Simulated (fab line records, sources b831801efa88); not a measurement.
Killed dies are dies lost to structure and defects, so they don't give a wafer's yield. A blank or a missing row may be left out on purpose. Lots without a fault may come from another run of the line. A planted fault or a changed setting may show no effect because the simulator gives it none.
One fault seen from 2 desks | flow sky130 | each desk has only its own numbers; what lay behind them comes last

THE METROLOGY DESK
What the gauges read, lot by lot, whatever tool the lot ran on: means of the sampled wafers that have a number. A lot is out of limits, marked OUT, if its mean lies more than 4 standard deviations from the usual mean; the brackets give that distance.
Columns: A = PASSIVATION_CVD_02_THK at SKY_PASSIVATION_THK_MEAS_03, usual 542 nm
lot  | first seen here | A
L107 | day 44 06:59    | 543
L108 | day 44 14:41    | 541
L109 | day 45 02:01    | 547
L110 | day 45 07:25    | 531
L112 | day 45 15:30    | 544
L111 | day 45 16:58    | 554
L113 | day 45 22:55    | 532
L114 | day 46 14:23    | 539
L120 | day 47 18:03    | 487 (-6.1) OUT
L121 | day 48 08:22    | 483 (-6.5) OUT
L124 | day 48 20:01    | 545
L127 | day 49 08:16    | 540
L129 | day 49 14:31    | 544
This desk's finding: out of limits on L120, L121; first on L120, day 47 18:03 (PASSIVATION_CVD_02_THK at SKY_PASSIVATION_THK_MEAS_03). In limits: L107, L108, L109, L110, L112, L111, L113, L114, L124, L127, L129.

THE TOOL OWNER'S DESK: pecvd-02
The tool's own readings at SKY_PASSIVATION_CVD_02 (deposits Si3N4, target thk 540 nm): means of the sampled wafers that have a number, for each lot that ran on this tool. A lot is out of limits, marked OUT, if its mean lies more than 4 standard deviations from the usual mean; the brackets give that distance.
Columns: A = heater_power_w at SKY_PASSIVATION_CVD_02, usual 749 W; B = rf_fwd_power_W at SKY_PASSIVATION_CVD_02, usual 449.2 W
lot  | first seen here | A   | B
L109 | day 45 01:47    | 906 | 448.5
L111 | day 45 16:38    | 759 | 447.8
L120 | day 47 17:50    | 929 | 327.5 (-81) OUT
L121 | day 48 08:08    | 975 | 328.9 (-80) OUT
This desk's finding: out of limits on L120, L121; first on L120, day 47 17:50 (rf_fwd_power_W at SKY_PASSIVATION_CVD_02). In limits: L109, L111.

PUT TOGETHER
The tool owner's desk could have raised an alarm at day 47 17:50, on L120, L121.
The metrology desk could have raised an alarm at day 47 18:03, on L120, L121.
Of the lots named, all ran SKY_PASSIVATION_CVD_02 on pecvd-02.

WHAT THE SIMULATOR HAD PUT IN
Process parameter drift: pecvd-02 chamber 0, from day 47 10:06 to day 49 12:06, at SKY_PASSIVATION_CVD_02. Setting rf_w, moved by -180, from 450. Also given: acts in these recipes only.
Lots struck among those shown: L120, L121.
Hours from the fault's start to each desk's first reading out of limits: the tool owner's desk, 8; the metrology desk, 8.
